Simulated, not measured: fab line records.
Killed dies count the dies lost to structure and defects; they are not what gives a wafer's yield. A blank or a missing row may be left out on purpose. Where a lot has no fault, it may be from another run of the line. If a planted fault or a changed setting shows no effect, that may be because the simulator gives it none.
What tool caused it? || flow sky130 || 14 lots, 42 wafers sampled, at 2 steps of a route of 708

== WHAT THE GAUGES READ, wafer by wafer ==
SKY_GATE_OXIDE_THK_MEAS_02.
{"lot": "L259", "measured": "day 12 11:19", "on": "film_metro-02", "GATE_OXIDE_OXIDATION_00_THK (nm)": "10.33 10.52 10.26"}
{"lot": "L262", "measured": "day 13 20:02", "on": "film_metro-04", "GATE_OXIDE_OXIDATION_00_THK (nm)": "10.12 10.30 10.49"}
{"lot": "L263", "measured": "day 14 01:50", "on": "film_metro-03", "GATE_OXIDE_OXIDATION_00_THK (nm)": "10.65 10.60 10.65"}
{"lot": "L264", "measured": "day 14 10:57", "on": "film_metro-04", "GATE_OXIDE_OXIDATION_00_THK (nm)": "10.08 10.23 9.92"}
{"lot": "L271", "measured": "day 17 00:34", "on": "film_metro-03", "GATE_OXIDE_OXIDATION_00_THK (nm)": "10.67 10.58 10.48"}
{"lot": "L272", "measured": "day 17 05:07", "on": "film_metro-04", "GATE_OXIDE_OXIDATION_00_THK (nm)": "10.12 10.18 10.18"}
{"lot": "L275", "measured": "day 18 16:58", "on": "film_metro-03", "GATE_OXIDE_OXIDATION_00_THK (nm)": "10.07 10.12 9.92"}
{"lot": "L276", "measured": "day 18 22:26", "on": "film_metro-02", "GATE_OXIDE_OXIDATION_00_THK (nm)": "10.21 10.25 10.26"}
{"lot": "L278", "measured": "day 19 07:14", "on": "film_metro-02", "GATE_OXIDE_OXIDATION_00_THK (nm)": "10.54 10.28 10.41"}
{"lot": "L277", "measured": "day 19 07:21", "on": "film_metro-02", "GATE_OXIDE_OXIDATION_00_THK (nm)": "10.30 10.45 10.37"}
{"lot": "L279", "measured": "day 19 20:11", "on": "film_metro-03", "GATE_OXIDE_OXIDATION_00_THK (nm)": "10.31 10.09 10.22"}
{"lot": "L280", "measured": "day 20 05:16", "on": "film_metro-03", "GATE_OXIDE_OXIDATION_00_THK (nm)": "10.52 10.35 10.48"}
{"lot": "L281", "measured": "day 20 07:13", "on": "film_metro-03", "GATE_OXIDE_OXIDATION_00_THK (nm)": "10.35 10.51 10.49"}
{"lot": "L282", "measured": "day 20 17:32", "on": "film_metro-03", "GATE_OXIDE_OXIDATION_00_THK (nm)": "10.23 10.12 10.06"}

SKY_GATE_OXIDE_OVL_MEAS_10.
{"lot": "L259", "measured": "day 13 13:31", "on": "overlay-01", "GATE_OXIDE_OVL (nm)": "2.8 2.5 0.7"}
{"lot": "L262", "measured": "day 14 22:54", "on": "overlay-02", "GATE_OXIDE_OVL (nm)": "-2.7 -0.5 -1.4"}
{"lot": "L263", "measured": "day 15 03:46", "on": "overlay-01", "GATE_OXIDE_OVL (nm)": "1.9 -1.0 -0.3"}
{"lot": "L264", "measured": "day 15 13:12", "on": "overlay-02", "GATE_OXIDE_OVL (nm)": "-0.4 0.0 0.6"}
{"lot": "L271", "measured": "day 18 05:57", "on": "overlay-01", "GATE_OXIDE_OVL (nm)": "-1.2 -2.1 -2.9"}
{"lot": "L272", "measured": "day 18 10:32", "on": "overlay-01", "GATE_OXIDE_OVL (nm)": "-2.6 0.5 -3.0"}
{"lot": "L275", "measured": "day 19 22:58", "on": "overlay-02", "GATE_OXIDE_OVL (nm)": "1.9 0.8 0.0"}
{"lot": "L276", "measured": "day 20 06:03", "on": "overlay-02", "GATE_OXIDE_OVL (nm)": "-0.2 -1.8 -0.8"}
{"lot": "L278", "measured": "day 20 13:47", "on": "overlay-01", "GATE_OXIDE_OVL (nm)": "-0.5 0.1 -0.1"}
{"lot": "L277", "measured": "day 20 14:05", "on": "overlay-02", "GATE_OXIDE_OVL (nm)": "-0.8 -2.3 -0.8"}
{"lot": "L279", "measured": "day 21 03:19", "on": "overlay-02", "GATE_OXIDE_OVL (nm)": "0.0 0.9 2.4"}
{"lot": "L280", "measured": "day 21 11:44", "on": "overlay-01", "GATE_OXIDE_OVL (nm)": "-1.2 -1.1 0.2"}
{"lot": "L281", "measured": "day 21 14:19", "on": "overlay-01", "GATE_OXIDE_OVL (nm)": "-3.3 -2.7 -1.4"}
{"lot": "L282", "measured": "day 21 23:26", "on": "overlay-01", "GATE_OXIDE_OVL (nm)": "0.1 -1.1 -1.6"}

== TOOL THAT RAN EACH LOT (tool first, then ch and the chambers of the sampled wafers, then the start) ==
Record: no process step prior to these readings.

== WHAT THE TOOLS THEMSELVES READ (means of the sampled wafers that have a number; where no wafer has one, the mark that the record gives instead) ==
The record holds no such reading with a usual standard deviation.

== THE ANSWER, worked out from the rows above alone ==
Rule: what is usual is taken from the lots themselves. The widest of any qualifying gaps counts: lots, ordered by their means at a reading, are off when they make up no more than a third of the lots, leave a main group of 4 or more, and stand apart from it by 3 or more times the standard deviation of that group's means. Not used: any main group whose means are identical at the precision the tables above print for the reading. Also off: a lot with no number at a reading for which 4 or more lots have one. Any other lot the step has rows for is counted as sound. Order of review: gauges by route order, followed by the tools' own readings, for which a lot's mean as printed above is used. At the first step where some lot is off, the reading lying furthest off is the one used; lots without a number count as furthest.
No lot is off at any reading shown: from this, nothing can be told.

== WHAT THE SIMULATOR HAD PUT IN ==
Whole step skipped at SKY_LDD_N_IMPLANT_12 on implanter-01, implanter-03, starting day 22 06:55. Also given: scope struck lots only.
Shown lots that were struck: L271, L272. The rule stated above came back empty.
